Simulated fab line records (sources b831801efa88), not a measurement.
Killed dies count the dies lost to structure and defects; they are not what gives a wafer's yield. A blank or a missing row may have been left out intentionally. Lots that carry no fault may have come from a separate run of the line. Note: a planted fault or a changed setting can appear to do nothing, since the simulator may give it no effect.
One fault through the eyes of 2 desks + flow sky130 + each desk has only its own numbers; what lay behind them comes last

AT THE METROLOGY DESK
Lot by lot, what the gauges showed, no matter which tool ran the lot: averages of those sampled wafers that carry a number. If a lot's mean is further than 4 standard deviations from the usual mean, the lot is out of limits and carries the mark OUT (the distance appears in the brackets).
Columns: A = VIA3_BOW at SKY_VIA3_BOW_MEAS_03, usual 81 um; B = cd nm at SKY_VIA3_CD_MEAS_12, usual 200.2 nm; C = VIA3_OVL at SKY_VIA3_OVL_MEAS_13, usual 6 nm
| lot  | first seen here | A  | B     | C  |
|------|-----------------|----|-------|----|
| L791 | day 38 03:01    | 79 | 201.4 | 4  |
| L792 | day 38 11:05    | 81 | 200.4 | 4  |
| L800 | day 41 06:19    | 83 | 199.1 | 5  |
| L802 | day 42 00:46    | 81 | 201.2 | 13 |
| L805 | day 42 12:56    | 68 | 199.9 | 9  |
| L808 | day 43 09:44    | 69 | 200.7 | 6  |
| L810 | day 44 08:26    | 79 | 202.1 | 8  |
This desk's verdict: no lot among the 7 shows anything out of limits.

TOOL OWNER'S DESK, rie diel-04
The tool's own readings at SKY_VIA3_ETCH_14 (etches BARC in N2/H2, stops on SiO2, time 45.9 s, target depth 60 nm): means of the sampled wafers that have a number, for each lot that ran on this tool. If a lot's mean is further than 4 standard deviations from the usual mean, the lot is out of limits and carries the mark OUT (the distance appears in the brackets).
Columns: A = drypump motor current A at SKY_VIA3_ETCH_14, usual 5.7 A; B = oes product au at SKY_VIA3_ETCH_14, usual 0.855 a.u.; C = run length s at SKY_VIA3_ETCH_14, usual 74.1 s; D = throttle valve pct at SKY_VIA3_ETCH_14, usual 13.225 %
| lot  | first seen here | A   | B               | C              | D      |
|------|-----------------|-----|-----------------|----------------|--------|
| L791 | day 39 04:27    | 6.1 | 0.859           | 74.2           | 13.230 |
| L792 | day 39 12:23    | 6.1 | 0.854           | 74.4           | 13.233 |
| L800 | day 42 05:34    | 5.1 | 0.936 (+17) OUT | 69.9 (-11) OUT | 13.224 |
| L802 | day 43 00:03    | 5.6 | 0.935 (+17) OUT | 70.1 (-10) OUT | 13.234 |
| L805 | day 43 12:41    | 5.3 | 0.936 (+17) OUT | 69.9 (-11) OUT | 13.242 |
Finding of this desk: L800, L802, L805 out of limits; the first was L800 at day 42 05:34, on oes product au at SKY_VIA3_ETCH_14. L791, L792 stayed within limits.

PUT TOGETHER
The tool owner's desk could have raised an alarm at day 42 05:34, on L800, L802, L805.
From the metrology desk's view, nothing was out of limits.
The metrology desk has L800, L802, L805 on record, within its limits.
SKY_VIA3_ETCH_14 was run on rie diel-04 by each of the lots named.

WHAT THE SIMULATOR PUT IN
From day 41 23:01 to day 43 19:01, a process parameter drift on rie diel-04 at SKY_VIA3_ETCH_14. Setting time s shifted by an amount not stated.
Struck lots among those shown: L800, L802, L805.
Hours from the fault's start to each desk's first reading out of limits: the tool owner's desk, 7.
